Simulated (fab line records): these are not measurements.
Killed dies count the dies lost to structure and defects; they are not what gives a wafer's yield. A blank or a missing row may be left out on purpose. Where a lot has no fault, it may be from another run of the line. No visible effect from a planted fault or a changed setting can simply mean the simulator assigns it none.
The same fault as seen by 2 desks / flow sky130 / every desk sees just its own numbers, and what lay behind them comes last

FOR THE TOOL OWNER'S DESK: rie_metal-04
The tool's own readings at SKY_METAL4_ETCH_16 (etches BARC in N2/H2, stops on SiO2, time 88.2 s, target depth 60 nm): means of the sampled wafers that have a number, for each lot that ran on this tool. Any lot whose mean is over 4 standard deviations away from the usual mean is out of limits and marked OUT; that distance is given in the brackets.
Columns: A = chamber_pressure_mTorr at SKY_METAL4_ETCH_16, usual 29.997 mTorr; B = drypump_motor_current_A at SKY_METAL4_ETCH_16, usual 5.8 A; C = h2_flow_sccm at SKY_METAL4_ETCH_16, usual 200.0 sccm; D = oes_product_au at SKY_METAL4_ETCH_16, usual 0.626 a.u.; E = throttle_valve_pct at SKY_METAL4_ETCH_16, usual 13.205 %
lot=L626; first seen here=day 44 21:32; A=29.992; B=6.2; C=200.7; D=0.625; E=13.209
lot=L631; first seen here=day 46 06:23; A=30.035; B=5.8; C=199.8; D=0.625; E=13.207
lot=L635; first seen here=day 47 04:16; A=30.019; B=5.6; C=200.4; D=0.627; E=13.208
This desk's finding: nothing out of limits on any of the 3 lots.

FROM THE METROLOGY DESK
What the gauges read for every lot (on any tool): the sampled wafers with a number, averaged. Any lot whose mean is over 4 standard deviations away from the usual mean is out of limits and marked OUT; that distance is given in the brackets.
Columns: A = cd_nm at SKY_METAL4_CD_MEAS_13, usual 299.9 nm; B = METAL4_OVL at SKY_METAL4_OVL_MEAS_14, usual 2 nm
lot=L624; first seen here=day 44 11:20; A=300.2; B=9
lot=L626; first seen here=day 44 21:19; A=298.7; B=6
lot=L631; first seen here=day 46 06:14; A=300.8; B=-2
lot=L632; first seen here=day 46 11:08; A=299.6; B=0
lot=L635; first seen here=day 47 04:05; A=299.7; B=0
lot=L636; first seen here=day 47 10:30; A=301.8; B=-4
This desk's finding: nothing out of limits on any of the 6 lots.

BROUGHT TOGETHER
Nothing out of limits was seen by the tool owner's desk.
Metrology desk: nothing out of limits seen.

WHAT WAS PUT IN BY THE SIMULATOR
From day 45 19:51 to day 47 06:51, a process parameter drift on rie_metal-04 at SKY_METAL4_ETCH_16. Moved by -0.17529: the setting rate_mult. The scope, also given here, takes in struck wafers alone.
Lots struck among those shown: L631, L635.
